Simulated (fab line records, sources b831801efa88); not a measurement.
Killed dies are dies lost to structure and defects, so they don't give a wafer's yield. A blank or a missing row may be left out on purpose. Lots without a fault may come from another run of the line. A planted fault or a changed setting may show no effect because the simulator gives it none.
A struck lot beside a sound one | flow sky130 | 15 steps out of a route of 708
Sound: wafers L438.1, L438.4, L438.6. Struck: wafers L448.3, L448.5, L448.6. The cause comes at the end.
At each step with rows: each side's tool, then ch and its chambers, then its first start. Under that, the readings that differ: sound wafers | struck wafers | difference of the means | sigmas: that difference in standard deviations of wafers without a fault.
alike: readings whose means differ by less than 2 such deviations, and words and numbers that are the same on both sides. not compared: withheld readings, readings that some wafer has no value for, bounds like >300 that may hide the same value, and numbers for which the record gives no deviation and whose values overlap.
The two part at a step that has a row with sigmas, a row that says differs or no value, or rows on one side only. Numbers that don't overlap but have no deviation are shown without sigmas and don't part them. A reading that every wafer of one side lacks parts them only if that side has two wafers or more.

first, 5 steps without rows for these wafers: SKY_GATE_OXIDE_COAT_05 (resist thk 1140 nm); SKY_GATE_OXIDE_SOFTBAKE_06 (time 60 s); SKY_GATE_OXIDE_EXPOSE_07 (exposes mask LVOM, target cd 600 nm); SKY_GATE_OXIDE_PEB_08; SKY_GATE_OXIDE_DEVELOP_09 (develop time 60 s).
SKY_GATE_OXIDE_OVL_MEAS_10:
  sound on overlay-01, day 15 14:48; struck on overlay-02, day 18 05:31
  reading             | sound       | struck       | difference | sigmas
  GATE_OXIDE_OVL (nm) | 3.9 2.1 4.0 | 0.0 -0.9 0.3 | -3.5       | -3
then, 2 steps without rows for these wafers: SKY_GATE_OXIDE_IMPLANT_11; SKY_GATE_OXIDE_WET_ETCH_12 (etches SiO2 in dHF, target depth 16.8 nm, time 336 s).
SKY_GATE_OXIDE_STRIP_13: strips in O2/N2.
  sound on plasma_asher-01 ch 0,1, day 15 15:06; struck on plasma_asher-04 ch 0,1, day 18 05:49
  alike: drypump_motor_current_A, oes_product_au, strip_time_to_endpoint_s
  not compared: rf_hours_counter_h
SKY_GATE_OXIDE_TW_MEAS_14:
  sound on film_metro-01, day 15 15:12; struck on film_metro-04, day 18 05:55
  alike: GATE_OXIDE_TW
then, 2 steps without rows for these wafers: SKY_GATE_OXIDE_CLEAN_15 (cleans in SC1/SC2, time 150 s); SKY_GATE_OXIDE_OXIDATION_16 (stabilise 600 s, purge 300 s, target thk 3.57 nm).
-- the record jumps here: 5 days lie between the struck wafers' starts before and after (it left off in module GATE_OXIDE and takes up again in module POLY_GATE, whose first step shown is number 204 of the route) --
SKY_POLY_GATE_CVD_00: deposits poly-Si, target thk 180 nm, time 720 s.
  sound on lpcvd-01 ch 1, day 15 17:48; struck on lpcvd-01 ch 1, day 23 08:18
SKY_POLY_GATE_THK_MEAS_01:
  sound on film_metro-01, day 15 19:00; struck on film_metro-01, day 23 09:31
  alike: POLY_GATE_CVD_00_THK
-- the record jumps here: 30 days lie between the struck wafers' starts before and after (it left off in module POLY_GATE and takes up again in module PAD_OPEN, whose first step shown is number 708 of the route) --
SKY_PAD_OPEN_PROBE_99:
  sound on prober-01, day 47 03:05; struck on prober-01, day 53 16:30
  reading                                   | sound             | struck            | difference | sigmas
  model.etest.cap_thick_oxide.gate_bv_v (V) | 15.45 15.57 15.27 | 14.48 14.59 15.1  | -0.71      |
  model.etest.cap_thin_oxide.gate_bv_v (V)  | 6.899 6.862 6.84  | 6.691 6.788 6.742 | -0.127     |
  alike: killed_at_M0_to_M3, killed_at_M4_up, killed_at_contacts, killed_at_front_end, killed_at_other, killed_dies, killed_open, killed_short
  not compared: model.etest.cap_ono.gate_bv_v

WHERE THEY PART
Only at SKY_GATE_OXIDE_OVL_MEAS_10, within this record. Later steps at which nothing parts them and some readings are alike: SKY_GATE_OXIDE_STRIP_13, SKY_GATE_OXIDE_TW_MEAS_14, SKY_POLY_GATE_THK_MEAS_01, SKY_PAD_OPEN_PROBE_99.

WHY: what the simulator had put in
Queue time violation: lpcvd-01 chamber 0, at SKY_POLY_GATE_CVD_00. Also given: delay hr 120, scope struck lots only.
